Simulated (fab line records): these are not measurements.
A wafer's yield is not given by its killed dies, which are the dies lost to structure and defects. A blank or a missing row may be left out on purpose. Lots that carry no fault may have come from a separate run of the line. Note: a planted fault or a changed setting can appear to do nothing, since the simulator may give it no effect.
Which tool was responsible? + flow sky130 + Sampling: 7 lots, 21 wafers, 4 of 708 route steps

WHAT EACH GAUGE READ, for each wafer
SKY_LI_CONTACT_RS_MEAS_22: the measuring method here is four-point-probe.
| lot  | measured     | on            | LI_CONTACT_W_RS (ohm/sq) |
|------|--------------|---------------|--------------------------|
| L327 | day 30 04:01 | film_metro-04 | 0.277 0.281 0.277        |
| L330 | day 30 23:54 | film_metro-04 | 0.281 0.287 0.287        |
| L332 | day 31 21:01 | film_metro-04 | 0.293 0.286 0.294        |
| L334 | day 32 04:11 | film_metro-04 | 0.288 0.280 0.278        |
| L338 | day 33 09:46 | film_metro-01 | 0.281 0.496 0.277        |
| L345 | day 35 16:27 | film_metro-03 | 0.291 0.287 0.283        |
| L348 | day 36 13:07 | film_metro-01 | 0.277 0.275 0.279        |

WHAT TOOL EACH LOT RAN ON (gives the tool, then ch and the chambers of the sampled wafers, and finally the start)
| lot  | SKY_SD_P_STRIP_10                    | SKY_LI_CONTACT_STRIP_16              | SKY_LI_CONTACT_CVD_21         |
|------|--------------------------------------|--------------------------------------|-------------------------------|
| L327 | plasma_asher-02 ch 0,1, day 26 11:49 | plasma_asher-04 ch 0,1, day 30 03:24 | cvd_w-01 ch 0,1, day 30 03:54 |
| L330 | plasma_asher-02 ch 0,1, day 27 09:07 | plasma_asher-01 ch 0,1, day 30 23:18 | cvd_w-02 ch 0,1, day 30 23:47 |
| L332 | plasma_asher-01 ch 0,1, day 28 06:05 | plasma_asher-03 ch 0,1, day 31 20:25 | cvd_w-02 ch 0,1, day 31 20:52 |
| L334 | plasma_asher-01 ch 1, day 28 15:14   | plasma_asher-04 ch 0,1, day 32 03:37 | cvd_w-01 ch 0,1, day 32 04:04 |
| L338 | plasma_asher-03 ch 0,1, day 29 21:23 | plasma_asher-04 ch 0,1, day 33 09:10 | cvd_w-01 ch 0,1, day 33 09:37 |
| L345 | plasma_asher-03 ch 0,1, day 32 05:59 | plasma_asher-04 ch 0,1, day 35 15:52 | cvd_w-02 ch 0,1, day 35 16:19 |
| L348 | plasma_asher-03 ch 1, day 33 04:02   | plasma_asher-03 ch 0,1, day 36 12:34 | cvd_w-01 ch 0, day 36 12:59   |
- SKY_SD_P_STRIP_10: strips in O2/N2.
- SKY_LI_CONTACT_STRIP_16: strips in O2/N2.
- SKY_LI_CONTACT_CVD_21: deposits W, target thk 400 nm, time 120.56 s.

THE ANSWER, worked out from the rows above alone
Rule: the usual values come from the lots themselves. Put in order of their means at a reading, lots are off if they are a third of the lots or fewer, leave a main group of 4 or more, and stand apart from it by a gap of 3 or more times the standard deviation of the main group's means; of several such gaps the widest counts. The tables above print the reading to a certain number of digits; a main group whose means all agree to those digits is not used. A lot without any number at a reading at which 4 lots or more have one is off too. The other lots that the step has rows for count as sound.
Off: L338, at SKY_LI_CONTACT_RS_MEAS_22 (LI_CONTACT_W_RS). For the main group the mean is 0.283 ohm/sq and the standard deviation 0.0049.
If a tool, at a process step before that reading, ran all the lots that are off and no sound lot after the first of them, it fits. Those tools and the gauges at SKY_LI_CONTACT_RS_MEAS_22 are tried in the same way. Of those tried, none fits.

WHAT THE SIMULATOR HAD INSERTED
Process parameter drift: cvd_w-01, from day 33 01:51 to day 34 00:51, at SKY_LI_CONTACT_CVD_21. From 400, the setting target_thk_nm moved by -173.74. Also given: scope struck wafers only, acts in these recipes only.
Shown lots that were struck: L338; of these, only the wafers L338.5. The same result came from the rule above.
